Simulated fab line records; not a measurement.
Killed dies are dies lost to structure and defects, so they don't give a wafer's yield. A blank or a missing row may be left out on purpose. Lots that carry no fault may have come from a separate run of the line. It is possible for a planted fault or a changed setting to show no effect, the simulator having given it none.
Problem report, 8D (eight disciplines) form, completed by code + flow gf180mcu + the parts of the form that need people (team, actions taken, sign-off) are left out

1. THE PROBLEM
Mean HV_LDD_CVD_56_THK at GF_HV_LDD_THK_MEAS_57: 66.4 nm over 6 wafers in 2 lots; fault-free wafers: 90.0 nm, standard deviation 0.89. Relative to the usual mean, that is a shift of -26 standard deviations.
First seen on wafer L199.2, day 13 17:11, on film-metro-03. The record has a number at this step for 36 wafers belonging to 12 lots. Rule for "out", or "out of limits": more than 4 standard deviations from the usual mean. The rest of the wafers with a number are treated as sound.

2. WHAT IT IS, WHAT IT ISN'T
| question                    | is                           | is not                                                                                                        |
|-----------------------------|------------------------------|---------------------------------------------------------------------------------------------------------------|
| which readings at this step | HV_LDD_CVD_56_THK            | -                                                                                                             |
| which lots                  | L199, L200                   | L197, L198, L201, L212, L213, L214, L215, L216, L217, L218                                                    |
| which wafers of those lots  | all that have a number       | -                                                                                                             |
| read on which gauges        | film-metro-03, film-metro-04 | film-metro-02                                                                                                 |
| when                        | from day 13 17:11            | up to then (6 sound wafers); but 24 sound wafers of L201, L212, L213, L214, L215, L216, L217, L218 came after |

3. WHAT RULES OUT EACH SUSPECT
Counting: a tool stays on the suspect list if, at a process step up to the reading, it processed all lots that are out and no sound lot following the first of them.
- the gauge at GF_HV_LDD_THK_MEAS_57: ruled out. Those wafers that are out were read across 2 gauges (film-metro-03, film-metro-04).
- lpcvd-01 at GF_HV_LDD_CVD_56 (deposits Si3N4 from DCS/NH3, target thk 90 nm, time 1543 s): ruled out as a lasting fault. Sound lots L214, L216, L217 ran on it after its first lot that is out, L199 (day 13 15:45).
Left after counting: nothing in the record.

4. THE CAUSE (what the simulator had put in)
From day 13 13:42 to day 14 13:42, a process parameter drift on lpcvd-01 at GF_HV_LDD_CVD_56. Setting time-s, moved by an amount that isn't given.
Counting ruled it out, wrongly: the rule takes a fault to strike every lot that its tool runs from its start on, and this one did not.

5. SEQUENCE OF EFFECTS, ordered by route
One row per reading whose mean, taken over the struck wafers that have a number, lies over 3 standard deviations from the usual. Only readings whose record carries a usual standard deviation are examined. hours: median over the lots of the time between each lot's start at the first step of this table that gives one and its start at this step. sigmas: the change, counted in usual standard deviations.
| hours | step                  | reading           | usual      | on struck wafers | change | sigmas |
|-------|-----------------------|-------------------|------------|------------------|--------|--------|
| 0     | GF_HV_LDD_THK_MEAS_57 | HV_LDD_CVD_56_THK | 90.0 nm    | 66.4             | -23.6  | -26    |
| 0     | GF_HV_LDD_ETCHBACK_58 | oes-product-au    | 0.843 a.u. | 0.723            | -0.120 | -18    |
The process steps in it:
- GF_HV_LDD_ETCHBACK_58: etches Si3N4 in CH3F/O2, stops on SiO2, time 100 s, target depth 90 nm.
At these later measuring or inspecting steps, every struck wafer for which the step has a row has a number for every such reading, and none has moved that far: GF_SAB_OVL_MEAS_10.

6. HOW IT WOULD HAVE BEEN CAUGHT EARLIER
3 hours passed between the start of the fault at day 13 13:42 and the first reading out of limits at a measuring or inspecting step in this record, taken at day 13 17:11.
An alarm limit of 4 standard deviations would not have fired on the tool readings at GF_HV_LDD_CVD_56 for which the record gives a usual standard deviation, since none of them was out on any struck wafer.
